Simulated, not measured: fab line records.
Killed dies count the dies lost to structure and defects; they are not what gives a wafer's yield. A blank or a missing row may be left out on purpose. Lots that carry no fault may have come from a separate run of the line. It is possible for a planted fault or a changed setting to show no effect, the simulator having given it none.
Which tool was responsible? | flow gf180mcu | 36 wafers from 12 lots sampled at 5 of the route's 602 steps

## WHAT THE GAUGES SHOWED, per wafer
Not one reading of a measure or inspect step in the record can be checked against a usual standard deviation.

## WHAT TOOL EACH LOT RAN ON (gives the tool, then ch and the chambers of the sampled wafers, and finally the start)
lot  | GF_MVPSD_COAT_02                  | GF_MVPSD_STRIP_10                    | GF_SAB_STRIP_13                      | GF_M2_SPUTTER_01             | GF_M2_SPUTTER_02
L519 | litho track-04 ch 0, day 5 05:44  | plasma asher-01 ch 0,1, day 5 13:36  | plasma asher-02 ch 0,1, day 16 04:40 | pvd sputter-01, day 19 08:00 | pvd sputter-01, day 19 08:02
L520 | litho track-01 ch 0, day 5 12:38  | plasma asher-01 ch 0, day 5 20:32    | plasma asher-04 ch 0,1, day 16 14:42 | pvd sputter-04, day 19 18:58 | pvd sputter-04, day 19 19:00
L521 | litho track-03 ch 0, day 5 18:24  | plasma asher-01 ch 0,1, day 6 02:36  | plasma asher-02 ch 0,1, day 16 23:21 | pvd sputter-01, day 20 03:43 | pvd sputter-01, day 20 03:44
L522 | litho track-04 ch 0, day 5 22:38  | plasma asher-01 ch 0, day 6 07:05    | plasma asher-04 ch 0,1, day 17 06:57 | pvd sputter-04, day 20 10:46 | pvd sputter-04, day 20 10:48
L525 | litho track-04 ch 0, day 6 19:58  | plasma asher-04 ch 0,1, day 7 04:41  | plasma asher-04 ch 0,1, day 18 12:07 | pvd sputter-01, day 21 18:25 | pvd sputter-01, day 21 18:27
L526 | litho track-01 ch 0, day 7 00:46  | plasma asher-03 ch 0,1, day 7 09:08  | plasma asher-01 ch 0,1, day 18 19:08 | pvd sputter-04, day 22 00:38 | pvd sputter-04, day 22 00:40
L527 | litho track-04 ch 0, day 7 05:13  | plasma asher-04 ch 0,1, day 7 13:30  | plasma asher-04 ch 0,1, day 19 03:04 | pvd sputter-04, day 22 08:31 | pvd sputter-04, day 22 08:33
L529 | litho track-01 ch 0, day 7 18:13  | plasma asher-01 ch 0,1, day 8 03:42  | plasma asher-01 ch 0,1, day 19 17:45 | pvd sputter-02, day 22 22:21 | pvd sputter-02, day 22 22:23
L530 | litho track-01 ch 0, day 7 23:58  | plasma asher-01 ch 0,1, day 8 08:35  | plasma asher-02 ch 0,1, day 19 23:21 | pvd sputter-02, day 23 03:41 | pvd sputter-02, day 23 03:43
L534 | litho track-01 ch 0, day 8 21:44  | plasma asher-04 ch 0, day 9 06:33    | plasma asher-04 ch 0,1, day 21 12:28 | pvd sputter-04, day 25 00:56 | pvd sputter-04, day 25 00:58
L539 | litho track-03 ch 0, day 10 03:51 | plasma asher-01 ch 1, day 10 14:02   | plasma asher-04 ch 0,1, day 23 00:00 | pvd sputter-02, day 26 01:44 | pvd sputter-02, day 26 01:46
L540 | litho track-04 ch 0, day 10 12:25 | plasma asher-03 ch 0,1, day 10 21:47 | plasma asher-01 ch 0,1, day 23 15:40 | pvd sputter-02, day 26 19:58 | pvd sputter-02, day 26 20:00
- GF_MVPSD_COAT_02: resist thk 3000 nm.
- GF_MVPSD_STRIP_10: strips in O2/N2.
- GF_SAB_STRIP_13: strips in O2/N2.
- GF_M2_SPUTTER_01: material TiN, target thk 30 nm, time 25 s.
- GF_M2_SPUTTER_02: material AlCu, target thk 450 nm, time 23.9 s.

## AS READ BY THE TOOLS THEMSELVES (means over the sampled wafers that have a number; for cases with no such wafer, the mark the record gives instead)
GF_MVPSD_COAT_02. Usual: chill plate temp C 22.96 C, standard deviation 0.098; spin speed rpm 1999.8 rpm, standard deviation 1.1.
lot  | tool           | chill plate temp C (C) | spin speed rpm (rpm) | flag
L519 | litho track-04 | 23.00                  | 2000.1               |
L520 | litho track-01 | 23.00                  | 1999.3               |
L521 | litho track-03 | 22.89                  | 1999.3               |
L522 | litho track-04 | 23.03                  | 1999.2               |
L525 | litho track-04 | 23.08                  | 2000.1               |
L526 | litho track-01 | 23.10                  | 2000.4               |
L527 | litho track-04 | 23.00                  | 1999.4               |
L529 | litho track-01 | 22.83                  | 1999.7               |
L530 | litho track-01 | 22.84                  | 2074.9               | OFF
L534 | litho track-01 | 22.96                  | 2076.8               | OFF
L539 | litho track-03 | 22.83                  | 1999.7               |
L540 | litho track-04 | 22.87                  | 1999.6               |

GF_MVPSD_STRIP_10. Usual: drypump motor current A 5.8 A, standard deviation 0.41; heater power w 327 W, standard deviation 18; oes product au 0.723 a.u., standard deviation 0.0047; strip time to endpoint s 37.01 s, standard deviation 0.1.
lot  | tool            | drypump motor current A (A) | heater power w (W) | oes product au (a.u.) | strip time to endpoint s (s) | flag
L519 | plasma asher-01 | 6.2                         | 326                | 0.727                 | 37.01                        |
L520 | plasma asher-01 | 6.3                         | 347                | 0.729                 | 37.06                        |
L521 | plasma asher-01 | 6.2                         | 334                | 0.723                 | 37.17                        |
L522 | plasma asher-01 | 6.3                         | 343                | 0.719                 | 36.91                        |
L525 | plasma asher-04 | 5.5                         | 327                | 0.720                 | 37.07                        |
L526 | plasma asher-03 | 5.4                         | 305                | 0.722                 | 37.16                        |
L527 | plasma asher-04 | 5.8                         | 341                | 0.724                 | 37.06                        |
L529 | plasma asher-01 | 6.2                         | 337                | 0.722                 | 37.16                        |
L530 | plasma asher-01 | 6.2                         | 335                | 0.724                 | 36.40                        | OFF
L534 | plasma asher-04 | 5.3                         | 321                | 0.722                 | 36.35                        | OFF
L539 | plasma asher-01 | 6.0                         | 318                | 0.722                 | 36.94                        |
L540 | plasma asher-03 | 5.5                         | 307                | 0.720                 | 36.99                        |

GF_SAB_STRIP_13. Usual: drypump motor current A 5.6 A, standard deviation 0.5; heater power w 332 W, standard deviation 26; oes product au 0.709 a.u., standard deviation 0.0042; strip time to endpoint s 12.60 s, standard deviation 0.03.
lot  | tool            | drypump motor current A (A) | heater power w (W) | oes product au (a.u.) | strip time to endpoint s (s) | flag
L519 | plasma asher-02 | 5.2                         | 340                | 0.708                 | 12.59                        |
L520 | plasma asher-04 | 5.8                         | 338                | 0.707                 | 12.59                        |
L521 | plasma asher-02 | 5.2                         | 336                | 0.709                 | 12.58                        |
L522 | plasma asher-04 | 5.5                         | 332                | 0.709                 | 12.64                        |
L525 | plasma asher-04 | 5.8                         | 335                | 0.707                 | 12.63                        |
L526 | plasma asher-01 | 6.1                         | 335                | 0.706                 | 12.66                        |
L527 | plasma asher-04 | 5.8                         | 339                | 0.710                 | 12.61                        |
L529 | plasma asher-01 | 6.1                         | 329                | 0.712                 | 12.65                        |
L530 | plasma asher-02 | 5.2                         | 341                | 0.710                 | 12.58                        |
L534 | plasma asher-04 | 5.8                         | 344                | 0.711                 | 12.57                        |
L539 | plasma asher-04 | 5.5                         | 324                | 0.709                 | 12.60                        |
L540 | plasma asher-01 | 6.2                         | 337                | 0.709                 | 12.60                        |

GF_M2_SPUTTER_01. Usual: throttle valve pct at 29.7 %, with a standard deviation of 0.83.
lot  | tool           | throttle valve pct (%) | flag
L519 | pvd sputter-01 | 29.8                   |
L520 | pvd sputter-04 | 29.6                   |
L521 | pvd sputter-01 | 30.0                   |
L522 | pvd sputter-04 | 29.0                   |
L525 | pvd sputter-01 | 29.7                   |
L526 | pvd sputter-04 | 29.0                   |
L527 | pvd sputter-04 | 29.6                   |
L529 | pvd sputter-02 | 30.3                   |
L530 | pvd sputter-02 | 29.4                   |
L534 | pvd sputter-04 | 28.9                   |
L539 | pvd sputter-02 | 30.0                   |
L540 | pvd sputter-02 | 30.0                   |

GF_M2_SPUTTER_02. Usual: throttle valve pct at 29.7 %, with a standard deviation of 0.82.
lot  | tool           | throttle valve pct (%) | flag
L519 | pvd sputter-01 | 29.8                   |
L520 | pvd sputter-04 | 29.5                   |
L521 | pvd sputter-01 | 29.7                   |
L522 | pvd sputter-04 | 28.9                   |
L525 | pvd sputter-01 | 29.7                   |
L526 | pvd sputter-04 | 29.0                   |
L527 | pvd sputter-04 | 29.6                   |
L529 | pvd sputter-02 | 30.2                   |
L530 | pvd sputter-02 | 29.3                   |
L534 | pvd sputter-04 | 29.1                   |
L539 | pvd sputter-02 | 30.0                   |
L540 | pvd sputter-02 | 29.9                   |

## THE ANSWER, worked out from the rows above alone
Rule: take the mean of a lot's wafers that have a number; if it is more than 3 standard deviations from the usual mean, the lot is off. A lot without any number at a reading at which 4 lots or more have one is off too. Any other lot the step has rows for is counted as sound. Order of review: gauges by route order, followed by the tools' own readings, for which a lot's mean as printed above is used. The first step at which some lot is off is used, and at that step the reading that is off furthest; a lot without a number counts as furthest.
Off: L530, L534 (GF_MVPSD_COAT_02, spin speed rpm).
A tool fits if, at that step or a process step before it, it ran every lot that is off, and no sound lot after the first of them. One candidate fits, namely litho track-01 at GF_MVPSD_COAT_02. Its last sound lot is L529 (day 7 18:13), its first lot that is off L530 (day 7 23:58): a fault that began between those two fits.
The tool's own readings at GF_MVPSD_COAT_02 bear it out: on the lots that are off they differ by more than 5 times the standard deviation of the sound lots' means. spin speed rpm reads 2075.9 rpm there against 1999.7 rpm on the sound lots.

## WHAT HAD BEEN PUT IN BY THE SIMULATOR
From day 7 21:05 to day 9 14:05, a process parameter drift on litho track-01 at GF_MVPSD_COAT_02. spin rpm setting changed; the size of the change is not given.
Struck lots among those shown: L530, L534. The rule above found the same.
